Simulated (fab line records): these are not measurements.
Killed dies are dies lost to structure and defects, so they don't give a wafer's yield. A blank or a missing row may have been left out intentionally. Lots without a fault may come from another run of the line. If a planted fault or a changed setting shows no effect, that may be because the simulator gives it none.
8D (eight disciplines) problem report, filled in by code | flow sky130 | the parts of the form that need people (team, actions taken, sign-off) are left out

== 1. WHAT IS WRONG ==
Mean of spin speed rpm at SKY_LOCAL_INTERCONNECT_COAT_06: 2933.1 rpm across 6 wafers in 2 lots; on wafers with no fault it is 3000.0 rpm (standard deviation 1.8). Measured from the usual mean, that is -37 standard deviations.
The step: resist thk 450 nm.
The first sign was on wafer L565.1 at day 35 02:00, on litho track-03. The record has a number at this step for 39 wafers belonging to 13 lots. Rule for "out", or "out of limits": more than 4 standard deviations from the usual mean. Any other wafer with a number is counted as sound.

== 2. WHAT IT IS AND WHAT IT IS NOT ==
question                    | is                     | is not
which readings at this step | spin speed rpm         | -
which lots                  | L565, L567             | L551, L552, L554, L555, L556, L557, L568, L569, L570, L573, L574
which wafers of those lots  | all that have a number | -
read on which tools         | litho track-03         | litho track-01, litho track-02
when                        | from day 35 02:00      | up to then (18 sound wafers); but 15 sound wafers of L568, L569, L570, L573, L574 came after

== 3. THE SUSPECTS, EACH WITH WHAT RULES IT OUT ==
Counting: a tool stays on the suspect list if, at a process step up to the reading, it processed all lots that are out and no sound lot following the first of them.
- litho track-03 at SKY_LOCAL_INTERCONNECT_COAT_06 (resist thk 450 nm): kept. It ran every lot that is out, first L565 (day 35 02:00), and no sound lot after that; its last sound lot up to then is L557 (day 31 20:00). Out on those wafers are its own readings of spin speed rpm.
After counting, what remains is litho track-03 at SKY_LOCAL_INTERCONNECT_COAT_06.

== 4. THE CAUSE (what the simulator had put in) ==
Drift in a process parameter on litho track-03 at SKY_LOCAL_INTERCONNECT_COAT_06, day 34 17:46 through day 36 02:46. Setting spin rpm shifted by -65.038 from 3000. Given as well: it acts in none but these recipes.
After counting, this tool was the only one left.

== 5. THE CHAIN OF EFFECTS, in route order ==
Rows list readings where the struck wafers' mean (over those with a number) sits beyond 3 standard deviations from the usual. Scope: only readings with a usual standard deviation given in the record; hours: median across lots of the time from each lot's start at the first step in this table that gives one to its start at this step; sigmas: change in usual standard deviations.
hours | step                            | reading                  | usual      | on struck wafers | change | sigmas
0     | SKY_LOCAL_INTERCONNECT_COAT_06  | spin speed rpm           | 3000.0 rpm | 2933.1           | -66.9  | -37
14    | SKY_LOCAL_INTERCONNECT_STRIP_15 | strip time to endpoint s | 4.708 s    | 4.772            | +0.064 | +3.2
It contains these process steps:
- SKY_LOCAL_INTERCONNECT_COAT_06: resist thk 450 nm.
- SKY_LOCAL_INTERCONNECT_STRIP_15: strips in O2/N2.
Later steps that measure or inspect, where all struck wafers having a row at the step show a number for every such reading and not one has moved that far: SKY_CONTACT_THK_MEAS_01, SKY_METAL1_CD_MEAS_15, SKY_METAL1_OVL_MEAS_16.

== 6. WHAT WOULD HAVE CAUGHT IT SOONER ==
In this record no reading fell out of limits until day 35 02:00, 8 hours after the fault had begun at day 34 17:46.
